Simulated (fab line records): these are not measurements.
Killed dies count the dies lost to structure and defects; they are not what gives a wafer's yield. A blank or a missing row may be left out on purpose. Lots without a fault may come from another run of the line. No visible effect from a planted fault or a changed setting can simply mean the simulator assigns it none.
Which tool did it?	flow gf180mcu	12 lots with 36 wafers sampled at 6 steps, on a route of 602 steps

== WHAT THE GAUGES READ, wafer by wafer ==
GF_V2_OVL_MEAS_15. Usual: V2_OVL gives -3 nm (standard deviation 5.3).
lot	measured	on	V2_OVL (nm)	flag
L737	day 20 04:21	overlay-01	-6 3 3	
L739	day 20 17:16	overlay-01	-11 -4 -9	
L740	day 21 09:06	overlay-02	1 4 -1	
L742	day 22 04:13	overlay-02	3 -7 -3	
L743	day 22 17:34	overlay-01	-5 -10 -9	
L749	day 24 19:45	overlay-02	5 1 2	
L750	day 24 22:16	overlay-02	-1 -2 -2	
L754	day 26 01:49	overlay-01	-3 -6 5	
L755	day 26 07:39	overlay-01	-2 1 -6	
L757	day 26 19:16	overlay-01	-5 -2 -2	
L759	day 27 12:27	overlay-02	-4 -4 -2	
L760	day 27 14:28	overlay-02	2 -4 5	

GF_M3_RS_MEAS_05: a four-point-probe measurement. Usual: M3_ALCU_RS gives 0.0695 ohm/sq (standard deviation 0.00092).
lot	measured	on	M3_ALCU_RS (ohm/sq)	flag
L737	day 20 06:00	filmMetro-03	0.0682 0.0686 0.0682	
L739	day 20 19:02	filmMetro-04	0.0696 0.0687 0.0682	
L740	day 21 11:04	filmMetro-03	0.0695 0.0700 0.0699	
L742	day 22 05:50	filmMetro-03	0.0698 0.0692 0.0692	
L743	day 22 19:10	filmMetro-03	0.0691 0.0696 0.0684	
L749	day 24 21:23	filmMetro-03	0.0692 0.0698 0.0691	
L750	day 24 23:52	filmMetro-03	0.0705 0.0709 0.0709	
L754	day 26 03:32	filmMetro-03	0.0680 0.0680 0.0687	
L755	day 26 09:16	filmMetro-03	0.0684 0.0683 0.0680	
L757	day 26 20:55	filmMetro-03	0.0697 0.0704 0.0698	
L759	day 27 14:11	filmMetro-03	0.0683 0.0686 0.0683	
L760	day 27 16:14	filmMetro-04	0.0688 0.0677 0.0685	

GF_V3_THK_MEAS_01. Usual: V3_CVD_00_THK gives 601 nm (standard deviation 7.3).
lot	measured	on	V3_CVD_00_THK (nm)	flag
L737	day 21 07:59	filmMetro-01	604 595 606	
L739	day 21 21:13	filmMetro-02	604 596 605	
L740	day 22 11:54	filmMetro-03	589 592 590	
L742	day 23 05:52	filmMetro-01	595 595 599	
L743	day 23 19:09	filmMetro-03	604 596 591	
L749	day 25 19:45	filmMetro-03	1200 1210 1195	OFF
L750	day 25 22:47	filmMetro-03	1234 1213 1246	OFF
L754	day 27 01:11	filmMetro-01	602 616 611	
L755	day 27 07:11	filmMetro-01	603 596 604	
L757	day 27 17:58	filmMetro-03	592 591 587	
L759	day 28 10:29	filmMetro-01	600 604 604	
L760	day 28 12:46	filmMetro-03	593 592 588	

GF_V3_BOW_MEAS_05. Usual: V3_BOW gives 115 um (standard deviation 9).
lot	measured	on	V3_BOW (um)	flag
L737	day 21 08:28	filmMetro-01	112 112 116	
L739	day 21 21:43	filmMetro-03	123 114 119	
L740	day 22 12:24	filmMetro-02	114 102 95	
L742	day 23 06:21	filmMetro-02	115 140 127	
L743	day 23 19:38	filmMetro-01	110 108 104	
L749	day 25 20:15	filmMetro-03	150 162 146	OFF
L750	day 25 23:24	filmMetro-03	146 160 156	OFF
L754	day 27 01:42	filmMetro-03	117 109 133	
L755	day 27 07:43	filmMetro-02	111 114 105	
L757	day 27 18:43	filmMetro-01	114 121 119	
L759	day 28 10:59	filmMetro-01	125 123 124	
L760	day 28 13:17	filmMetro-03	119 124 121	

== TOOL THAT RAN EACH LOT (tool first, then ch and the chambers of the sampled wafers, then the start) ==
lot	GF_V2_SPUTTER_22	GF_V3_CVD_00
L737	pvdSputter-03, day 20 05:07	hdpcvd-01 ch 1,2, day 21 07:52
L739	pvdSputter-01, day 20 18:08	hdpcvd-02 ch 0,1,2, day 21 21:07
L740	pvdSputter-04, day 21 10:12	hdpcvd-01 ch 0,1, day 22 11:49
L742	pvdSputter-04, day 22 04:58	hdpcvd-02 ch 1,2, day 23 05:47
L743	pvdSputter-01, day 22 18:19	hdpcvd-01 ch 0,1,2, day 23 19:05
L749	pvdSputter-03, day 24 20:30	hdpcvd-01 ch 0,1,2, day 25 19:26
L750	pvdSputter-04, day 24 23:01	hdpcvd-02 ch 0,1, day 25 22:28
L754	pvdSputter-01, day 26 02:35	hdpcvd-02 ch 0,1,2, day 27 01:07
L755	pvdSputter-04, day 26 08:25	hdpcvd-02 ch 0,1, day 27 07:07
L757	pvdSputter-01, day 26 20:02	hdpcvd-02 ch 1,2, day 27 17:53
L759	pvdSputter-04, day 27 13:13	hdpcvd-02 ch 0,1, day 28 10:25
L760	pvdSputter-04, day 27 15:12	hdpcvd-01 ch 0,1,2, day 28 12:42
- GF_V2_SPUTTER_22: material TiN, target thk 10 nm, time 40 s.
- GF_V3_CVD_00: deposits SiO2, target thk 600 nm, time 100 s.

== AS READ BY THE TOOLS THEMSELVES (means over the sampled wafers that have a number; for cases with no such wafer, the mark the record gives instead) ==
GF_V2_SPUTTER_22. Usual: throttleValvePct at 30.0 %, with a standard deviation of 0.85.
lot	tool	throttleValvePct (%)	flag
L737	pvdSputter-03	30.0	
L739	pvdSputter-01	30.6	
L740	pvdSputter-04	29.5	
L742	pvdSputter-04	30.6	
L743	pvdSputter-01	30.4	
L749	pvdSputter-03	29.9	
L750	pvdSputter-04	29.5	
L754	pvdSputter-01	30.4	
L755	pvdSputter-04	29.4	
L757	pvdSputter-01	30.4	
L759	pvdSputter-04	30.1	
L760	pvdSputter-04	29.6	

== THE ANSWER, worked out from the rows above alone ==
Rule: a lot counts as off when the mean over its wafers that have a number is more than 3 standard deviations away from the usual mean. Also off: a lot with no number at a reading for which 4 or more lots have one. All remaining lots with rows at the step are treated as sound. After the gauges, taken in route order, come the tools' own readings; for these a lot's mean is taken, as printed above. The first step at which some lot is off is used, and at that step the reading that is off furthest; a lot without a number counts as furthest.
Off: L749, L750, at GF_V3_THK_MEAS_01 (V3_CVD_00_THK).
A tool fits if, at a process step before that reading, it ran every lot that is off, and no sound lot after the first of them. Those tools and the gauges at GF_V3_THK_MEAS_01 are tried in the same way. None of those tried fits.

== WHAT THE SIMULATOR PUT IN ==
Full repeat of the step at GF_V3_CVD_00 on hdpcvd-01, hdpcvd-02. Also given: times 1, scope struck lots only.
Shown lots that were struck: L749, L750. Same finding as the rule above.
